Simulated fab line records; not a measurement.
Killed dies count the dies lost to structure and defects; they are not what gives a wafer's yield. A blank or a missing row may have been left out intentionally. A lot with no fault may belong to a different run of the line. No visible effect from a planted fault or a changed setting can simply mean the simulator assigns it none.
fab line records    flow sfq-line
[record] lots = 5  wafers = 23
route steps=325 shown R5@221 I5@230 M6@252 I6@271 M7@288 I7@300 M8@320
start-h: hours from the record's opening day to when the first of the lot's shown wafers began    wait-h: hours since the lot's step before    " same as the row above    L1.1+2: a row that stands for several wafers    - no value present, or no start provided    * or withheld: withheld    < > ~ a bound
route shown NAME@n: NAME is a module with steps in the file, n the number in the route of the first one    usual: the fault-free wafers' mean and standard deviation    same: alike in all rows    chamber/n: place in a boat    sites: the reading at each site    _std_site: the standard deviation of these    _edge_site: the outer-site mean with the inner-site mean subtracted    radius-mm: for every site, how far away it sits from the centre of the wafer    mask NAME#n: copy n    behind: the most recent tool/chamber to have shaped the wafer    hold: why the lot went on hold/how many hours it stayed there/how the hold came to an end    device: whichever transistor did not switch (one of n, p or np)    end of line: at the end of the route, the tests of the same wafers    a step given without rows: its recipe and nothing more    killed: dies lost to structure and defects at the first sort, not the wafer's yield    map: dies across one wafer; x = killed, . = not, _ = none there
set.NAME: setting as actually run; set.NAME@STEP: the setting as run at that earlier step    model.NAME: the simulator's own value behind a step, which no gauge read
lots with deliberately changed settings; one table per step, one row per wafer
[[steps]]
[step SFQ_TRILAYER_R5_LITHO_PEB_139]
[recipe] peb-temp-c = 115  peb-time-s = 60  resist = KrF
lot.wafer   tool            chamber  start-h  wait-h  set.peb-temp-c
L074.1+2    litho-track-01  0        1426.33  1.0     115
L074.3+4+5  "               0        "        "       117.7
L075.1+5    litho-track-02  0        1429.93  1.0     115
L075.3+4+6  "               0        "        "       116.4
L079.1+2+5  litho-track-01  0        -        -       115
L082.1+2+6  litho-track-02  0        1558.15  1.0     115
L082.4+5    "               0        "        "       111.8
L085.1+2    litho-track-01  0        1572.55  1.0     117.7
L085.4+5+6  "               0        "        "       115
[step SFQ_TRILAYER_R5_LITHO_DEVELOP_138]
[recipe] time-s = 60  resist = KrF
[step SFQ_TRILAYER_R5_BARC_OPEN_METAL_ETCH_177]
[recipe] mask-material = PR  chemistry = O2  target-depth-nm = 125  target = BARC  icp-w = 600  bias-w = 80  pressure-mtorr = 10  time-s = 41.7
lot.wafer  tool          chamber  start-h  wait-h  set.peb-temp-c@TRILAYER_R5_LITHO_PEB_139  model.R5.cd-nm
L074.1     rie-metal-01  1        1426.67  0.0     115                                       498.9
L074.2     "             0        "        "       115                                       498.8
L074.3+5   "             1,0      "        "       117.7                                     454
L074.4     "             0        "        "       117.7                                     454.4
L075.1     rie-metal-03  0        1430.27  0.0     115                                       500.1
L075.3     "             0        "        "       116.4                                     474.3
L075.4     "             1        "        "       116.4                                     475.2
L075.5     "             0        "        "       115                                       499.1
L075.6     "             1        "        "       116.4                                     475.1
L079.1     rie-metal-02  0        1547.98  0.0     115                                       498.1
L079.2     "             1        "        "       115                                       498.3
L079.5     "             1        "        "       115                                       497.8
L082.1     rie-metal-03  0        1558.48  0.0     115                                       499.3
L082.2     "             1        "        "       115                                       499.8
L082.4     "             1        "        "       111.8                                     565.2
L082.5     "             1        "        "       111.8                                     566
L082.6     "             0        "        "       115                                       499.4
L085.1     rie-metal-01  1        1572.88  0.0     117.7                                     454
L085.2     "             0        "        "       117.7                                     453.9
L085.4     "             0        "        "       115                                       497.7
L085.5     "             1        "        "       115                                       497.9
L085.6     "             0        "        "       115                                       499
[step SFQ_TRILAYER_I5_LITHO_COAT_144]
[recipe] resist = KrF  spin-rpm = 3000  resist-thk-nm = 650
lot.wafer  tool            chamber  start-h  wait-h  set.spin-rpm  model.KrF_of_TRILAYER_I5_LITHO_COAT_144.thk-nm
L074.1     litho-track-04  0        1427.93  0.2     3169          632.9
L074.2     "               0        "        "       3169          633.5
L074.3     "               0        "        "       3169          634.1
L074.4     "               0        "        "       3000          648.3
L074.5     "               0        "        "       3000          651
L075.1     litho-track-02  0        1431.50  0.2     3000          649.3
L075.3     "               0        "        "       2796          671.1
L075.4     "               0        "        "       2796          673
L075.5     "               0        "        "       2796          672
L075.6     "               0        "        "       3000          650.2
L079.1     litho-track-01  0        1549.20  0.2     3000          650.4
L079.2     "               0        "        "       3000          652.1
L079.5     "               0        "        "       3000          651.7
L082.1+6   litho-track-01  0        1559.70  0.2     3000          651.2
L082.2     "               0        "        "       3174          633.5
L082.4     "               0        "        "       3000          652.4
L082.5     "               0        "        "       3174          633.8
L085.1     litho-track-01  0        1574.10  0.2     2854          666.4
L085.2     "               0        "        "       3000          651.1
L085.4     "               0        "        "       2854          668
L085.5     "               0        "        "       3000          649.6
L085.6     "               0        "        "       2854          666.5
[step SFQ_TRILAYER_I5_LITHO_SOFTBAKE_148]
[recipe] temp-c = withheld  time-s = withheld  resist = KrF
[step SFQ_TRILAYER_I5_LITHO_EXPOSE_145]
[recipe] mask-id = I5  na = 0.6  source-shape = conventional  sigma-outer = 0.65  target-cd-nm = 700  dose-mj = 21.3
[step SFQ_TRILAYER_I5_LITHO_DEVELOP_146]
[recipe] time-s = 60  resist = KrF
[step SFQ_TRILAYER_I5_BARC_OPEN_VIA_ETCH_200]
[recipe] mask-material = PR  chemistry = O2  target-depth-nm = 125  target = BARC  source-w = 500  bias-w = 80  pressure-mtorr = 30  time-s = 41.7
lot.wafer  tool         chamber  start-h  wait-h  set.spin-rpm@TRILAYER_I5_LITHO_COAT_144  model.KrF_of_TRILAYER_I5_LITHO_COAT_144.thk-nm
L074.1     rie-diel-01  0        1539.44  0.0     3169                                     554.9
L074.2     "            2        "        "       3169                                     555.9
L074.3     "            3        "        "       3169                                     556.6
L074.4     "            1        "        "       3000                                     571.1
L074.5     "            3        "        "       3000                                     573.5
L075.1     rie-diel-02  0        1541.68  0.0     3000                                     571.5
L075.3     "            1        "        "       2796                                     595
L075.4     "            3        "        "       2796                                     597.1
L075.5     "            1        "        "       2796                                     595.6
L075.6     "            0        "        "       3000                                     572.4
L079.1     rie-diel-01  0        1646.37  0.0     3000                                     572.1
L079.2+5   "            3,1      "        "       3000                                     574.2
L082.1     rie-diel-03  2        1657.17  0.0     3000                                     575
L082.2     "            3        "        "       3174                                     556.7
L082.4     "            1        "        "       3000                                     575.5
L082.5     "            1        "        "       3174                                     557.3
L082.6     "            2        "        "       3000                                     575.3
L085.1     rie-diel-03  3        1672.80  0.0     2854                                     589.1
L085.2     "            1        "        "       3000                                     574.4
L085.4     "            0        "        "       2854                                     591.6
L085.5     "            0        "        "       3000                                     573
L085.6     "            1        "        "       2854                                     589.9
[step SFQ_TRILAYER_M6_DEP_SPUTTER_157]
[recipe] material = Nb  base-pressure-pa = 1.33e-06  chamber-pressure-pa = 0.1333  substrate-temp-c = 20  target-thk-nm = 200  power-w = 2000  time-s = 133.3
lot.wafer  tool            chamber  start-h  wait-h  set.time-s  model.Nb_of_TRILAYER_M6_DEP_SPUTTER_157.thk-nm
L074.1     pvd-sputter-04  -        1549.78  0.0     144.2       217.7
L074.2     "               -        "        "       144.2       216.9
L074.3     "               -        "        "       133.3       198.2
L074.4     "               -        "        "       133.3       199.3
L074.5     "               -        "        "       144.2       214.4
L075.1     pvd-sputter-05  -        1550.98  0.0     133.3       200.4
L075.3     "               -        "        "       148.2       220.5
L075.4     "               -        "        "       133.3       198.8
L075.5     "               -        "        "       148.2       221.9
L075.6     "               -        "        "       148.2       221.4
L079.1     pvd-sputter-05  -        1650.79  0.0     133.3       197.8
L079.2     "               -        "        "       133.3       197.4
L079.5     "               -        "        "       133.3       198.5
L082.1     pvd-sputter-04  -        1664.09  0.0     133.3       199.4
L082.2     "               -        "        "       133.3       198.1
L082.4     "               -        "        "       133.3       197
L082.5     "               -        "        "       133.3       196.5
L082.6     "               -        "        "       133.3       197.2
L085.1     pvd-sputter-05  -        1769.98  0.0     133.3       200.8
L085.2     "               -        "        "       133.3       199.7
L085.4     "               -        "        "       133.3       200.5
L085.5     "               -        "        "       133.3       198.2
L085.6     "               -        "        "       133.3       199.2
[step SFQ_M6_RS_MEAS_938]
[recipe] thk-meas-gauge = four-point-probe  reads = Nb_of_TRILAYER_M6_DEP_SPUTTER_157
[usual] M6_NB_RS = 0.896/0.0062
lot.wafer  tool           chamber  start-h  wait-h  set.time-s@TRILAYER_M6_DEP_SPUTTER_157  M6_NB_RS[ohm/sq]
L074.1     film-metro-02  -        1549.87  0.0     144.2                                   0.818
L074.2     "              -        "        "       144.2                                   0.821
L074.3     "              -        "        "       133.3                                   0.898
L074.4     "              -        "        "       133.3                                   0.893
L074.5     "              -        "        "       144.2                                   0.829
L075.1     film-metro-04  -        1551.07  0.0     133.3                                   0.888
L075.3     "              -        "        "       148.2                                   0.803
L075.4     "              -        "        "       133.3                                   0.894
L075.5     "              -        "        "       148.2                                   0.799
L075.6     "              -        "        "       148.2                                   0.802
L079.1     film-metro-04  -        1650.88  0.0     133.3                                   0.897
L079.2     "              -        "        "       133.3                                   0.900
L079.5     "              -        "        "       133.3                                   0.895
L082.1     film-metro-01  -        1664.18  0.0     133.3                                   0.891
L082.2     "              -        "        "       133.3                                   0.898
L082.4     "              -        "        "       133.3                                   0.904
L082.5     "              -        "        "       133.3                                   0.905
L082.6     "              -        "        "       133.3                                   0.901
L085.1     film-metro-02  -        1770.07  0.0     133.3                                   0.886
L085.2     "              -        "        "       133.3                                   0.890
L085.4     "              -        "        "       133.3                                   0.889
L085.5     "              -        "        "       133.3                                   0.899
L085.6     "              -        "        "       133.3                                   0.895
[step SFQ_TRILAYER_M6_LITHO_COAT_164]
[recipe] resist = BARC  spin-rpm = 3000  resist-thk-nm = 62
[step SFQ_TRILAYER_M6_BARC_OPEN_METAL_ETCH_206]
[recipe] mask-material = PR  chemistry = O2  target-depth-nm = 125  target = BARC  icp-w = 584.8  bias-w = 80  pressure-mtorr = 10  time-s = 41.7
[step SFQ_TRILAYER_M6_ETCH_METAL_ETCH_162]
[recipe] target = Nb  stop-on = SiO2  mask-material = PR  chemistry = Cl2/Ar  target-depth-nm = 240  icp-w = 600  bias-w = 80  pressure-mtorr = 10  time-s = 120
[usual] oes-product-au = 0.889/0.0056
lot.wafer  tool          chamber  start-h  wait-h  set.time-s@TRILAYER_M6_DEP_SPUTTER_157  oes-product-au
L074.1     rie-metal-02  1        1648.83  0.0     144.2                                   0.944
L074.2     "             0        "        "       144.2                                   0.936
L074.3     "             0        "        "       133.3                                   0.887
L074.4     "             1        "        "       133.3                                   0.887
L074.5     "             1        "        "       144.2                                   0.929
L075.1     rie-metal-02  1        1651.16  0.0     133.3                                   0.894
L075.3     "             1        "        "       148.2                                   0.941
L075.4     "             0        "        "       133.3                                   0.887
L075.5     "             0        "        "       148.2                                   0.948
L075.6     "             1        "        "       148.2                                   0.947
L079.1     rie-metal-04  0        1657.26  0.0     133.3                                   0.883
L079.2     "             1        "        "       133.3                                   0.885
L079.5     "             1        "        "       133.3                                   0.884
L082.1     rie-metal-01  0        1728.81  0.0     133.3                                   0.890
L082.2     "             1        "        "       133.3                                   0.885
L082.4     "             1        "        "       133.3                                   0.883
L082.5     "             1        "        "       133.3                                   0.882
L082.6     "             0        "        "       133.3                                   0.888
L085.1     rie-metal-02  0        1772.60  0.0     133.3                                   0.892
L085.2     "             1        "        "       133.3                                   0.895
L085.4     "             0        "        "       133.3                                   0.893
L085.5     "             1        "        "       133.3                                   0.893
L085.6     "             0        "        "       133.3                                   0.889
[step SFQ_TRILAYER_I6_VIA_LITHO_COAT_169]
[recipe] resist = KrF  spin-rpm = 3000  resist-thk-nm = 650
lot.wafer  tool            chamber  start-h  wait-h  set.spin-rpm  model.KrF_of_TRILAYER_I6_VIA_LITHO_COAT_169.thk-nm
L074.1     litho-track-03  0        1654.97  0.2     3000          647.6
L074.2     "               0        "        "       3157          632
L074.3     "               0        "        "       3157          633.1
L074.4     "               0        "        "       3000          649.4
L074.5     "               0        "        "       3157          631.4
L075.1     litho-track-01  0        1657.97  0.2     3000          652.2
L075.3     "               0        "        "       3000          651.6
L075.4     "               0        "        "       3000          650.1
L075.5     "               0        "        "       3220          629.2
L075.6     "               0        "        "       3220          628.2
L079.1     litho-track-02  0        1665.15  0.2     3000          650.1
L079.2     "               0        "        "       3000          651.2
L079.5     "               0        "        "       3000          650
L082.1     litho-track-02  0        1735.18  0.2     3000          650.4
L082.2     "               0        "        "       2800          669.9
L082.4     "               0        "        "       2800          673
L082.5     "               0        "        "       2800          672.1
L082.6     "               0        "        "       3000          649.1
L085.1     litho-track-03  0        1781.35  0.2     3000          648.6
L085.2     "               0        "        "       3000          647.6
L085.4     "               0        "        "       3000          650.7
L085.5     "               0        "        "       3000          649.3
L085.6     "               0        "        "       3000          649
[step SFQ_TRILAYER_I6_VIA_LITHO_SOFTBAKE_173]
[recipe] temp-c = withheld  time-s = withheld  resist = KrF
[step SFQ_TRILAYER_I6_VIA_LITHO_EXPOSE_170]
[recipe] mask-id = I6  na = 0.6  source-shape = conventional  sigma-outer = 0.65  target-cd-nm = 700  dose-mj = 21.3
[step SFQ_TRILAYER_I6_VIA_LITHO_DEVELOP_171]
[recipe] time-s = 60  resist = KrF
[step SFQ_TRILAYER_I6_VIA_BARC_OPEN_VIA_ETCH_235]
[recipe] mask-material = PR  chemistry = O2  target-depth-nm = 125  target = BARC  source-w = 500  bias-w = 78.92  pressure-mtorr = 30  time-s = 41.7
lot.wafer  tool         chamber  start-h  wait-h  set.spin-rpm@TRILAYER_I6_VIA_LITHO_COAT_169  model.KrF_of_TRILAYER_I6_VIA_LITHO_COAT_169.thk-nm
L074.1     rie-diel-02  1        1666.72  0.0     3000                                         572.2
L074.2     "            2        "        "       3157                                         555.2
L074.3     "            0        "        "       3157                                         556.1
L074.4     "            3        "        "       3000                                         573.2
L074.5     "            2        "        "       3157                                         554.9
L075.1     rie-diel-04  2        1667.92  0.0     3000                                         576.3
L075.3     "            1        "        "       3000                                         575.4
L075.4     "            0        "        "       3000                                         572.5
L075.5+6   "            1,2      "        "       3220                                         553.1
L079.1     rie-diel-04  2        1672.72  0.0     3000                                         573.8
L079.2     "            0        "        "       3000                                         573.7
L079.5     "            2        "        "       3000                                         574.2
L082.1     rie-diel-04  3        1835.31  0.0     3000                                         574.3
L082.2     "            2        "        "       2800                                         594.1
L082.4     "            1        "        "       2800                                         596.4
L082.5     "            0        "        "       2800                                         594.6
L082.6     "            1        "        "       3000                                         572.2
L085.1     rie-diel-04  0        1876.92  0.0     3000                                         570
L085.2     "            2        "        "       3000                                         570.8
L085.4     "            1        "        "       3000                                         573.6
L085.5     "            1        "        "       3000                                         572.2
L085.6     "            0        "        "       3000                                         570.5
[step SFQ_TRILAYER_M7_LITHO_EXPOSE_178]
[recipe] mask-id = M7  na = 0.6  source-shape = conventional  sigma-outer = 0.65  target-cd-nm = 500  dose-mj = 14.4
lot.wafer   tool            chamber  start-h  wait-h  mask  set.dose-mj
L074.1+4+5  krf-scanner-02  0        1672.51  -       M7#0  14.83
L074.2+3    "               0        "        "       M7#0  14.4
L075.1+5    krf-scanner-02  0        1673.71  -       M7#0  14.4
L075.3+4+6  "               0        "        "       M7#0  13.92
L079.1+2+5  krf-scanner-02  0        1679.51  -       M7#0  14.4
L082.1+2+6  krf-scanner-01  0        1917.31  -       M7#0  14.4
L082.4+5    "               0        "        "       M7#0  13.7
L085.1+4    krf-scanner-02  0        1961.20  -       M7#0  13.51
L085.2+5+6  "               0        "        "       M7#0  14.4
[step SFQ_TRILAYER_M7_LITHO_PEB_180]
[recipe] peb-temp-c = 115  peb-time-s = 60  resist = KrF
[step SFQ_TRILAYER_M7_LITHO_DEVELOP_179]
[recipe] time-s = 60  resist = KrF
[step SFQ_TRILAYER_M7_BARC_OPEN_METAL_ETCH_229]
[recipe] mask-material = PR  chemistry = O2  target-depth-nm = 125  target = BARC  icp-w = 600  bias-w = 80  pressure-mtorr = 10  time-s = 41.7
lot.wafer  tool          chamber  start-h  wait-h  set.dose-mj@TRILAYER_M7_LITHO_EXPOSE_178  model.M7.cd-nm
L074.1     rie-metal-03  1        1674.05  0.0     14.83                                     496.1
L074.2     "             0        "        "       14.4                                      500.3
L074.3     "             0        "        "       14.4                                      500.7
L074.4     "             1        "        "       14.83                                     496.7
L074.5     "             1        "        "       14.83                                     494.5
L075.1     rie-metal-04  0        1675.25  0.0     14.4                                      500.6
L075.3     "             1        "        "       13.92                                     506.5
L075.4     "             0        "        "       13.92                                     506.7
L075.5     "             0        "        "       14.4                                      501.6
L075.6     "             1        "        "       13.92                                     506.4
L079.1     rie-metal-02  0        1681.05  0.0     14.4                                      501.4
L079.2     "             1        "        "       14.4                                      502.1
L079.5     "             0        "        "       14.4                                      503.5
L082.1     rie-metal-04  1        1918.84  0.0     14.4                                      500.5
L082.2     "             0        "        "       14.4                                      501.6
L082.4     "             0        "        "       13.7                                      508
L082.5     "             0        "        "       13.7                                      509.3
L082.6     "             1        "        "       14.4                                      -
L085.1     rie-metal-02  0        1962.74  0.0     13.51                                     512.5
L085.2     "             1        "        "       14.4                                      501.4
L085.4     "             0        "        "       13.51                                     511.4
L085.5     "             0        "        "       14.4                                      502.5
L085.6     "             1        "        "       14.4                                      501.9
[step SFQ_TRILAYER_I7_VIA_LITHO_COAT_192]
[recipe] resist = BARC  spin-rpm = 3000  resist-thk-nm = 62
lot.wafer  tool            chamber  start-h  wait-h  set.resist-thk-nm  model.BARC_of_TRILAYER_I7_VIA_LITHO_COAT_192.thk-nm
L074.1     litho-track-02  0        1679.58  1.0     58.66              58.85
L074.2     "               0        "        "       62                 61.93
L074.3     "               0        "        "       62                 61.85
L074.4     "               0        "        "       62                 62.14
L074.5     "               0        "        "       58.66              58.86
L075.1     litho-track-03  0        1680.61  1.0     62                 62.26
L075.3     "               0        "        "       62                 62.08
L075.4     "               0        "        "       62                 61.95
L075.5+6   "               0        "        "       62                 61.98
L079.1     litho-track-03  0        1686.61  1.0     62                 61.98
L079.2     "               0        "        "       62                 62
L079.5     "               0        "        "       62                 61.8
L082.1     litho-track-03  0        1924.20  1.0     59.26              59.17
L082.2     "               0        "        "       59.26              59.2
L082.4     "               0        "        "       59.26              59.21
L082.5     "               0        "        "       62                 62.12
L082.6     "               0        "        "       62                 62.07
L085.1     litho-track-02  0        1968.10  1.0     59.22              59.16
L085.2     "               0        "        "       62                 62.18
L085.4     "               0        "        "       59.22              59.29
L085.5     "               0        "        "       62                 62.08
L085.6     "               0        "        "       59.22              59.18
[step SFQ_TRILAYER_I7_VIA_BARC_OPEN_VIA_ETCH_260]
[recipe] mask-material = PR  chemistry = O2  target-depth-nm = 125  target = BARC  source-w = 500  bias-w = 80  pressure-mtorr = 30  time-s = 41.7
[usual] oes-product-au = 0.685/0.0054
lot.wafer  tool         chamber  start-h  wait-h  set.source-w  set.resist-thk-nm@TRILAYER_I7_VIA_LITHO_COAT_192  oes-product-au  model.etch.depth-nm
L074.1     rie-diel-02  3        1685.85  0.0     500           58.66                                             0.674           -
L074.2     "            1        "        "       545.6         62                                                0.687           -
L074.3     "            2        "        "       500           62                                                0.692           -
L074.4     "            0        "        "       500           62                                                0.678           -
L074.5     "            0        "        "       545.6         58.66                                             0.667           -
L075.1     rie-diel-04  1        1687.05  0.0     500           62                                                0.686           -
L075.3     "            3        "        "       500           62                                                0.685           -
L075.4     "            2        "        "       475.8         62                                                0.684           61.95
L075.5     "            3        "        "       475.8         62                                                0.676           -
L075.6     "            2        "        "       500           62                                                0.685           -
L079.1     rie-diel-04  1        1691.85  0.0     500           62                                                0.692           61.98
L079.2     "            2        "        "       500           62                                                0.680           62
L079.5     "            2        "        "       500           62                                                0.682           61.8
L082.1     rie-diel-04  3        1926.49  0.0     500           59.26                                             0.673           59.17
L082.2     "            2        "        "       500           59.26                                             0.669           -
L082.4     "            0        "        "       500           59.26                                             0.668           59.21
L082.5     "            2        "        "       500           62                                                0.695           62.12
L082.6     "            3        "        "       500           62                                                0.691           -
L085.1     rie-diel-03  0        1972.44  0.0     471.7         59.22                                             0.667           59.16
L085.2     "            2        "        "       471.7         62                                                0.689           -
L085.4     "            1        "        "       500           59.22                                             0.676           59.29
L085.5     "            1        "        "       471.7         62                                                0.694           62.08
L085.6     "            2        "        "       500           59.22                                             0.669           -
[step SFQ_TRILAYER_M8_DEP_EVAP_198]
[recipe] material = Pt  angular-spread-deg = 1  target-thk-nm = 50  time-s = 250  power-w = 2000
lot.wafer  tool            chamber  start-h  wait-h  set.time-s  model.Pt_of_TRILAYER_M8_DEP_EVAP_198.thk-nm
L074.1     pvd-sputter-02  -        1785.96  0.0     250         50.01
L074.2     "               -        "        "       274.3       54.92
L074.3     "               -        "        "       250         49.06
L074.4     "               -        "        "       274.3       54.68
L074.5     "               -        "        "       250         50.17
L075.1     pvd-sputter-01  -        1787.15  0.0     250         50.31
L075.3     "               -        "        "       227.1       45.3
L075.4     "               -        "        "       227.1       45.64
L075.5     "               -        "        "       227.1       44.95
L075.6     "               -        "        "       250         50.53
L079.1     pvd-sputter-01  -        1800.58  0.0     250         49.52
L079.2     "               -        "        "       250         49.65
L079.5     "               -        "        "       250         49.68
L082.1     pvd-sputter-02  -        1931.35  0.0     217.1       44.37
L082.2     "               -        "        "       250         50.34
L082.4     "               -        "        "       217.1       43.4
L082.5     "               -        "        "       217.1       43.47
L082.6     "               -        "        "       250         49.96
L085.1     pvd-sputter-01  -        1977.30  0.0     250         51.3
L085.2     "               -        "        "       225.4       45.4
L085.4     "               -        "        "       225.4       45.32
L085.5     "               -        "        "       225.4       45.44
L085.6     "               -        "        "       250         49.92
[[key]]
[split] step = SFQ_TRILAYER_R5_LITHO_PEB_139  setting = peb-temp-c  stated = 115  by = wafer
[response] step = SFQ_TRILAYER_R5_BARC_OPEN_METAL_ETCH_177  reading = model.R5.cd-nm  change = -20.9  per = 1%  r = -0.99
[split] step = SFQ_TRILAYER_I5_LITHO_COAT_144  setting = spin-rpm  stated = 3000  by = wafer
[response] step = SFQ_TRILAYER_I5_LITHO_COAT_144  reading = model.KrF_of_TRILAYER_I5_LITHO_COAT_144.thk-nm  change = -3.16  per = 1%  r = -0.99
[response] step = SFQ_TRILAYER_I5_BARC_OPEN_VIA_ETCH_200  reading = model.KrF_of_TRILAYER_I5_LITHO_COAT_144.thk-nm  change = -3.27  per = 1%  r = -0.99
[split] step = SFQ_TRILAYER_M6_DEP_SPUTTER_157  setting = time-s  stated = 133.3  by = wafer
[response] step = SFQ_TRILAYER_M6_DEP_SPUTTER_157  reading = model.Nb_of_TRILAYER_M6_DEP_SPUTTER_157.thk-nm  change = +2.01  per = 1%  r = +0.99
[response] step = SFQ_M6_RS_MEAS_938  reading = M6_NB_RS  change = -0.00836  per = 1%  r = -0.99
[response] step = SFQ_TRILAYER_M6_ETCH_METAL_ETCH_162  reading = oes-product-au  change = +0.00532  per = 1%  r = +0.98
[split] step = SFQ_TRILAYER_I6_VIA_LITHO_COAT_169  setting = spin-rpm  stated = 3000  by = wafer
[response] step = SFQ_TRILAYER_I6_VIA_LITHO_COAT_169  reading = model.KrF_of_TRILAYER_I6_VIA_LITHO_COAT_169.thk-nm  change = -3.16  per = 1%  r = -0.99
[response] step = SFQ_TRILAYER_I6_VIA_BARC_OPEN_VIA_ETCH_235  reading = model.KrF_of_TRILAYER_I6_VIA_LITHO_COAT_169.thk-nm  change = -3.14  per = 1%  r = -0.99
[split] step = SFQ_TRILAYER_M7_LITHO_EXPOSE_178  setting = dose-mj  stated = 14.4  by = wafer
[response] step = SFQ_TRILAYER_M7_BARC_OPEN_METAL_ETCH_229  reading = model.M7.cd-nm  change = -1.61  per = 1%  r = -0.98
[split] step = SFQ_TRILAYER_I7_VIA_LITHO_COAT_192  setting = resist-thk-nm  stated = 62  by = wafer
[response] step = SFQ_TRILAYER_I7_VIA_LITHO_COAT_192  reading = model.BARC_of_TRILAYER_I7_VIA_LITHO_COAT_192.thk-nm  change = +0.623  per = 1%  r = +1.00
[response] step = SFQ_TRILAYER_I7_VIA_BARC_OPEN_VIA_ETCH_260  reading = oes-product-au  change = +0.00399  per = 1%  r = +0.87
[response] step = SFQ_TRILAYER_I7_VIA_BARC_OPEN_VIA_ETCH_260  reading = model.etch.depth-nm  change = +0.65  per = 1%  r = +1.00
[split] step = SFQ_TRILAYER_I7_VIA_BARC_OPEN_VIA_ETCH_260  setting = source-w  stated = 500  by = wafer
response none clear
[split] step = SFQ_TRILAYER_M8_DEP_EVAP_198  setting = time-s  stated = 250  by = wafer
[response] step = SFQ_TRILAYER_M8_DEP_EVAP_198  reading = model.Pt_of_TRILAYER_M8_DEP_EVAP_198.thk-nm  change = +0.517  per = 1%  r = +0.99
